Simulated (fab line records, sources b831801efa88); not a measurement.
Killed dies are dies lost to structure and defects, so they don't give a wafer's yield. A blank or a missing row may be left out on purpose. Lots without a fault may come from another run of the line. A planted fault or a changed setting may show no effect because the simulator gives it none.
Split-lot experiment | flow gf180mcu | 5 lots, 23 wafers read, on a route of 602 steps

THE SPLIT
At GF_VT_IMPLANT_COAT_24 (resist thk 1000 nm), the setting spin_rpm was moved away from the recipe's 3000 rpm on 8 of the 23 wafers read, by -3.9% to +6.2%. The other wafers ran this setting at the recipe's value.

The reading is taken at the split's own step.

THE READING
NOVOLAK_of_VT_IMPLANT_COAT_24.thk_nm (the simulator's own value, which no gauge read), in nm, at GF_VT_IMPLANT_COAT_24 (resist thk 1000 nm). The file gives no usual value for it. The 15 wafers here that ran the recipe average 998.3 nm, standard deviation 2.2 nm.

wafer  | tool, chamber at the split | spin_rpm as run, rpm | against the recipe | NOVOLAK_of_VT_IMPLANT_COAT_24.thk_nm, nm | against lot-mates on the recipe
L074.1 | litho_track-02, 0          | 3000                 | recipe             | 995.4                                    | -
L074.2 | litho_track-02, 0          | 2905                 | -3.2%              | 1015                                     | +19.2
L074.3 | litho_track-02, 0          | 2905                 | -3.2%              | 1013                                     | +17.2
L074.4 | litho_track-02, 0          | 2905                 | -3.2%              | 1010                                     | +14.2
L074.5 | litho_track-02, 0          | 3000                 | recipe             | 996.2                                    | -
L075.2 | litho_track-03, 0          | 3000                 | recipe             | 996.9                                    | -
L075.3 | litho_track-03, 0          | 3187                 | +6.2%              | 967.8                                    | -29.4
L075.4 | litho_track-03, 0          | 3000                 | recipe             | 996.5                                    | -
L075.5 | litho_track-03, 0          | 3000                 | recipe             | 998.3                                    | -
L075.6 | litho_track-03, 0          | 3187                 | +6.2%              | 966.7                                    | -30.5
L082.1 | litho_track-03, 0          | 3000                 | recipe             | 998.6                                    | -
L082.2 | litho_track-03, 0          | 3000                 | recipe             | 1001                                     | -
L082.4 | litho_track-03, 0          | 3000                 | recipe             | 1001                                     | -
L082.3 | litho_track-03, 0          | 3000                 | recipe             | 996.6                                    | -
L082.5 | litho_track-03, 0          | 3000                 | recipe             | 999.2                                    | -
L084.1 | litho_track-01, 0          | 2884                 | -3.9%              | 1019                                     | +17.0
L084.2 | litho_track-01, 0          | 2884                 | -3.9%              | 1024                                     | +22.0
L084.4 | litho_track-01, 0          | 2884                 | -3.9%              | 1020                                     | +18.0
L084.5 | litho_track-01, 0          | 3000                 | recipe             | 1002                                     | -
L084.6 | litho_track-01, 0          | 3000                 | recipe             | 1002                                     | -
L085.1 | litho_track-03, 0          | 3000                 | recipe             | 997.9                                    | -
L085.3 | litho_track-03, 0          | 3000                 | recipe             | 996                                      | -
L085.5 | litho_track-03, 0          | 3000                 | recipe             | 996.6                                    | -

THE FIT
A straight line over all 23 wafers: NOVOLAK_of_VT_IMPLANT_COAT_24.thk_nm changes by -5.14 nm for each +1% of spin_rpm; r = -0.98; the points scatter about the line by 2.5 nm.
The same after taking each lot's own level away (the mean of its wafers on the recipe; 23 wafers): -4.93 nm for each +1%; r = -0.99; scatter 1.5 nm.
On that fit, the largest move of spin_rpm shifts the reading by 31 nm.
The lots' own levels span 995.80 to 1002.00 nm, that is 2.8 times the standard deviation above.
So the lot-to-lot level changes the slope little: the two slopes agree.
Check: with one of the wafers moved furthest among these (+6.2%) left out of the fit, the line predicts -31.1 nm for it against its lot-mates. It came out at -29.4 nm against them.

OTHER SPLITS ON THESE WAFERS
These wafers also went through other splits before the reading. Each is held against what the fit with the lots' levels taken away leaves over:
other split on the same wafers | wafers away from the commonest value | r with NOVOLAK_of_VT_IMPLANT_COAT_24.thk_nm (lot level and that fit taken away)
GF_STI_OXIDATION_01 temp_c     | 10                                   | -0.02
GF_NWELL_COAT_02 resist_thk_nm | 10                                   | -0.26
GF_NWELL_IMPLANT_08 energy_kev | 10                                   | +0.08
GF_MVSD_IMPLANT_08 dose_cm2    | 8                                    | +0.03
GF_MVPSD_IMPLANT_09 energy_kev | 10                                   | -0.06

THE WHOLE CHAIN: every reading that the file lists as answering this split, in the file's order
step                   | what it does       | reading                                                                               | change (the file's fit)              | r (the file's)
GF_VT_IMPLANT_COAT_24  | resist thk 1000 nm | NOVOLAK_of_VT_IMPLANT_COAT_24.thk_nm (the simulator's own value, which no gauge read) | -4.92 nm for each +1% of the setting | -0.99
GF_VT_IMPLANT_STRIP_31 | strips in O2/N2    | strip_time_to_endpoint_s                                                              | withheld for each +1% of the setting | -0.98

THE FILE'S OWN FIT
NOVOLAK_of_VT_IMPLANT_COAT_24.thk_nm changes by -4.92 nm for each +1% of spin_rpm, r = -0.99.
